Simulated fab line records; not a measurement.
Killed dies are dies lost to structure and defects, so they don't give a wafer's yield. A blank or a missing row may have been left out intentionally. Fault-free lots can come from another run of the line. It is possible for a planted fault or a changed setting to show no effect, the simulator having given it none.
Problem report, 8D (eight disciplines) form, completed by code / flow sky130 / the parts of the form that need people (team, actions taken, sign-off) are left out

## 1. WHAT IS WRONG
Wafers without a fault read 20.99 C, standard deviation 0.1; developer_temp_C at SKY_VIA2_DEVELOP_11 reads a mean of 23.05 C on 6 wafers belonging to 2 lots. That is +21 standard deviations from the usual mean.
The step: develop time 60 s.
The first sign was on wafer L670.1 at day 40 08:00, on litho_track-02. At this step, 39 wafers from 13 lots have a number in the record. Rule for "out" (also "out of limits"): further than 4 standard deviations from the usual mean. Any other wafer with a number is counted as sound.

## 2. WHAT IT IS, AND WHAT IT ISN'T
question=which readings at this step | is=developer_temp_C | is not=-
question=which lots | is=L670, L673 | is not=L656, L658, L659, L660, L661, L662, L663, L668, L672, L675, L679
question=which wafers of those lots | is=all that have a number | is not=-
question=read on which tools | is=litho_track-02 | is not=litho_track-01, litho_track-04
question=when | is=from day 40 08:00 | is not=up to then (24 sound wafers); but 9 sound wafers of L672, L675, L679 came after

## 3. SUSPECTS, AND WHAT RULES EACH OUT
Counting: any tool at a process step up to the reading is kept as a suspect provided that every lot that is out went through it and no sound lot did after the first of them.
- cvd_w-02 at SKY_VIA1_CVD_21 (deposits W, target thk 270 nm, time 80.902 s): ruled out as a lasting fault. After its first lot that is out, L670 (day 38 04:55), sound lots L672 ran on it.
- pvd_sputter-04 at SKY_METAL2_SPUTTER_03 (material Ti, target thk 5 nm, time 3.3 s): ruled out as a lasting fault. After its first lot that is out, L670 (day 38 05:35), sound lots L679 ran on it.
- litho_track-02 at SKY_VIA2_DEVELOP_11 (develop time 60 s): kept. It processed each lot that is out, first L670 at day 40 08:00, and no sound lot thereafter; up to then, the last sound lot it processed was L663 at day 38 15:00. Out on those wafers are its own readings of developer_temp_C.
After counting, what remains is litho_track-02 at SKY_VIA2_DEVELOP_11.

## 4. THE CAUSE (what the simulator had put in)
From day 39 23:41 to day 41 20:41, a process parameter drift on litho_track-02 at SKY_VIA2_DEVELOP_11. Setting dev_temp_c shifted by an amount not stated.
Counting left only this tool.

## 5. SEQUENCE OF EFFECTS, ordered by route
Each row: a reading where the mean over the struck wafers with a number is more than 3 standard deviations away from the usual. Readings are gone through only where the record gives a usual standard deviation; hours: the median, over the lots, of the time from a lot's start at the first step in this table giving one to that lot's start at this step; sigmas: the change measured in usual standard deviations.
hours=0; step=SKY_VIA2_DEVELOP_11; reading=developer_temp_C; usual=20.99 C; on struck wafers=23.05; change=+2.07; sigmas=+21
Process steps it contains:
- SKY_VIA2_DEVELOP_11: develop time 60 s.

## 6. HOW IT WOULD HAVE BEEN CAUGHT EARLIER
The fault began at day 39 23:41; the first out-of-limits reading in this record came at day 40 08:00, 8 hours later.
